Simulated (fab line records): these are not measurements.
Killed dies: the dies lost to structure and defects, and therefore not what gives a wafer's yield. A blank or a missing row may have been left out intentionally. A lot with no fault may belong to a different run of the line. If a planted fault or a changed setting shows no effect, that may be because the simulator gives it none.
A lot that was struck, set against a sound lot ; flow sky130 ; 16 steps out of a route of 708
Sound: wafers L141.1, L141.2, L141.4. Wafers struck: L153.3, L153.4, L153.5. At the end, the cause is stated.
Each step with rows lists, per side, the tool, then ch with its chambers, then its first start. Under that, the readings that differ: sound wafers ; struck wafers ; difference of the means ; sigmas: that difference in standard deviations of wafers without a fault.
alike: readings with means less than 2 such deviations apart, plus words and numbers identical on both sides. not compared: withheld readings, readings lacking a value on some wafer, bounds such as >300 that could conceal the same value, and numbers that have no deviation in the record and whose values overlap.
A row with sigmas, a row that says differs or no value, or rows on one side alone: a step with any of these is where the two part. Non-overlapping numbers with no deviation appear without sigmas and do not part them. A reading missing from all wafers of one side parts the sides only when that side holds two or more wafers.

first, 5 steps without rows for these wafers: SKY_POLY_GATE_COAT_08 (resist thk 450 nm); SKY_POLY_GATE_SOFTBAKE_09 (time 90 s); SKY_POLY_GATE_EXPOSE_10 (exposes mask P1M, target cd 150 nm); SKY_POLY_GATE_PEB_11; SKY_POLY_GATE_DEVELOP_12 (develop time 60 s).
SKY_POLY_GATE_CD_MEAS_13 targets a cd of 150 nm.
  sound on cd_sem-02 at day 16 10:42; struck on cd_sem-01 at day 20 22:20
reading;sound;struck;difference;sigmas
cd_nm (nm);147.5 148.0 146.7;151.6 152.6 151.7;+4.6;+3
SKY_POLY_GATE_OVL_MEAS_14:
  sound on overlay-01 at day 16 10:49; struck on overlay-02 at day 20 22:26
  alike: POLY_GATE_OVL
SKY_POLY_GATE_ETCH_15: etches BARC in N2/H2, stops on SiO2, time 118.5 s, target depth 110 nm.
  sound on rie_diel-02 ch 1,2,3, day 16 10:51; struck on rie_diel-04 ch 0,2,3, day 20 22:27
  alike: drypump_motor_current_A, oes_product_au, throttle_valve_pct
  not compared: rf_hours_counter_h
SKY_POLY_GATE_ETCH_16: etches Si3N4 in CH3F/O2, stops on poly-Si, time 147.5 s, target depth 75 nm.
  sound on rie_diel-02 ch 1,2,3, day 16 10:56; struck on rie_diel-04 ch 0,2,3, day 20 22:32
  alike: drypump_motor_current_A, oes_product_au, throttle_valve_pct
  not compared: rf_hours_counter_h
SKY_POLY_GATE_ETCH_17: etches poly-Si in HBr/Cl2, stops on SiO2, target depth 180 nm, time 70.5 s.
  sound on rie_si-02 ch 0,1,2, day 16 11:02; struck on rie_si-01 ch 1,2,3, day 20 22:38
reading;sound;struck;difference;sigmas
oes_product_au (a.u.);0.982 0.980 0.996;1.003 1.000 0.994;+0.013;+2
  alike: drypump_motor_current_A, he_backside_leak_sccm, mfc_cl2_sccm, throttle_valve_pct
  not compared: rf_hours_counter_h
SKY_POLY_GATE_STRIP_18: strips in O2/N2.
  sound on plasma_asher-02 ch 0,1, day 16 11:05; struck on plasma_asher-03 ch 0,1, day 20 22:43
reading;sound;struck;difference;sigmas
drypump_motor_current_A (A);5.5 5.5 5.5;6.1 6.5 6.1;+0.7;+2
  alike: o2_flow_sccm, oes_product_au, strip_time_to_endpoint_s
  not compared: rf_hours_counter_h
then, 1 step without rows for these wafers: SKY_POLY_GATE_CLEAN_19 (cleans in SC1/SC2, time 150 s).
SKY_POLY_GATE_OXIDATION_20: stabilise 600 s, purge 300 s, target thk 4 nm.
  sound on furnace-01 ch 0, day 16 11:28; struck on furnace-02 ch 0, day 20 22:50
reading;sound;struck;difference;sigmas
spike_tc_bottom_C (C);868.6 870.8 869.4;889.7 887.9 888.4;+19.1;+9
spike_tc_centre_C (C);849.4 850.8 850.3;867.9 866.2 867.1;+16.9;+17
spike_tc_lower_C (C);847.7 850.8 849.1;866.3 866.6 864.3;+16.5;+17
spike_tc_top_C (C);860.3 861.1 860.6;877.3 875.8 875.3;+15.5;+13
spike_tc_upper_C (C);852.1 849.8 853.0;866.1 863.8 864.5;+13.2;+8
tube_center_temp_C (C);850.13 849.98 849.93;866.44 866.22 866.23;+16.28;+99 or more
tube_center_temp_C_max;852.8 851.8 851.6;869.0 868.1 868.7;+16.5;+45
zone_power_lower_pct (%);17.4 17.4 17.1;19.1 19.2 18.9;+1.8;+4
model.SiO2_of_POLY_GATE_OXIDATION_20.thk_nm (nm);3.983 3.967 3.973;4.886 4.875 4.915;+0.918;
SKY_POLY_GATE_THK_MEAS_21:
  sound on film_metro-02 at day 16 12:43; struck on film_metro-01 at day 21 00:07
reading;sound;struck;difference;sigmas
POLY_GATE_OXIDATION_THK (nm);4.00 3.91 3.95;4.92 4.86 4.92;+0.95;+13
SKY_POLY_GATE_CD_MEAS_22:
  sound on cd_sem-02 at day 16 12:47; struck on cd_sem-01 at day 21 00:13
reading;sound;struck;difference;sigmas
cd_nm (nm);147.0 146.8 146.3;150.9 152.4 150.4;+4.5;+2
-- a jump in the record: the struck wafers' starts before and after are 28 days apart (it breaks off in module POLY_GATE and resumes in module PAD_OPEN, where the first step shown is number 708 of the route) --
SKY_PAD_OPEN_PROBE_99:
  sound on prober-01 at day 45 18:53; struck on prober-01 at day 48 19:43
reading;sound;struck;difference;sigmas
model.etest.tip_sonos.rs_ohm_sq;2644 2650 2677;2751 2732 2796;+103;
model.etest.tip_n.rs_ohm_sq;439.4 440.1 442.4;455.6 453.4 454.4;+13.8;
model.etest.res_ndiff.rs_ohm_sq;120.7 121 120.9;123.5 121.4 123.2;+1.8;
  alike: killed_at_M0_to_M3, killed_at_M4_up, killed_at_contacts, killed_at_front_end, killed_at_other, killed_dies, killed_open, killed_short
  not compared: model.etest.tip_p.rs_ohm_sq, model.etest.res_pdiff.rs_ohm_sq

## WHERE THEY PART
At SKY_POLY_GATE_CD_MEAS_13 first; at SKY_POLY_GATE_CD_MEAS_22 last (within this record only). Later steps at which nothing parts them and some readings are alike: SKY_PAD_OPEN_PROBE_99.

WHY: whatever the simulator had introduced
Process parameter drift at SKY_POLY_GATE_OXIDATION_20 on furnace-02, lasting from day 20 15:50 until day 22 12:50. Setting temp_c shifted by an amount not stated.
